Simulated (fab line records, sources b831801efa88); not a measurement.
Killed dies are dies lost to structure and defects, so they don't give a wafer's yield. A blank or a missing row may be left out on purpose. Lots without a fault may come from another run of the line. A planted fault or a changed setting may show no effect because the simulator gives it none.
Which tool did it? | flow sky130 | 7 lots, 21 wafers sampled, at 3 steps of a route of 708

WHAT THE GAUGES READ, wafer by wafer
SKY_SD_N_TW_MEAS_12.
lot  | measured     | on            | SD_N_TW
L882 | day 28 13:23 | film_metro-04 | 3932 3928 3917
L885 | day 29 19:06 | film_metro-03 | 3989 3984 3976
L889 | day 31 01:47 | film_metro-03 | 3998 4008 3997
L891 | day 31 16:19 | film_metro-03 | 3976 3975 3967
L895 | day 32 23:45 | film_metro-04 | 3950 3949 3957
L899 | day 34 07:11 | film_metro-03 | 30 30 30
L903 | day 35 11:34 | film_metro-02 | 3997 3954 3989

WHICH TOOL RAN EACH LOT (tool, then ch and the chambers of the sampled wafers, then the start)
lot  | SKY_RES_XHIGH_STRIP_08               | SKY_SD_N_STRIP_11
L882 | plasma_asher-03 ch 0,1, day 27 08:23 | plasma_asher-02 ch 0,1, day 28 13:17
L885 | plasma_asher-03 ch 0,1, day 28 14:26 | plasma_asher-01 ch 0,1, day 29 18:59
L889 | plasma_asher-03 ch 0,1, day 29 21:17 | plasma_asher-01 ch 0, day 31 01:41
L891 | plasma_asher-03 ch 0,1, day 30 13:52 | plasma_asher-01 ch 0,1, day 31 16:12
L895 | plasma_asher-03 ch 1, day 31 19:38   | plasma_asher-03 ch 0,1, day 32 23:38
L899 | plasma_asher-03 ch 1, day 33 05:04   | plasma_asher-02 ch 0,1, day 34 07:05
L903 | plasma_asher-02 ch 0,1, day 34 09:21 | plasma_asher-03 ch 0,1, day 35 11:28
- SKY_RES_XHIGH_STRIP_08: strips in O2/N2.
- SKY_SD_N_STRIP_11: strips in O2/N2.

THE ANSWER, worked out from the rows above alone
Rule: what is usual is taken from the lots themselves. Put in order of their means at a reading, lots are off if they are a third of the lots or fewer, leave a main group of 4 or more, and stand apart from it by a gap of 3 or more times the standard deviation of the main group's means; of several such gaps the widest counts. A main group whose means are all the same, to the digits that the tables above print for the reading, isn't used. A lot without any number at a reading at which 4 lots or more have one is off too. The other lots that the step has rows for count as sound.
Off: L899, at SKY_SD_N_TW_MEAS_12 (SD_N_TW). The main group: mean 3969, standard deviation 24.
A tool fits if, at a process step before that reading, it ran every lot that is off, and no sound lot after the first of them. The gauges at SKY_SD_N_TW_MEAS_12 are tried like those tools. Can't be told from this: 3 tools fit, plasma_asher-03 at SKY_RES_XHIGH_STRIP_08, plasma_asher-02 at SKY_SD_N_STRIP_11, film_metro-03 at SKY_SD_N_TW_MEAS_12.

WHAT THE SIMULATOR HAD PUT IN
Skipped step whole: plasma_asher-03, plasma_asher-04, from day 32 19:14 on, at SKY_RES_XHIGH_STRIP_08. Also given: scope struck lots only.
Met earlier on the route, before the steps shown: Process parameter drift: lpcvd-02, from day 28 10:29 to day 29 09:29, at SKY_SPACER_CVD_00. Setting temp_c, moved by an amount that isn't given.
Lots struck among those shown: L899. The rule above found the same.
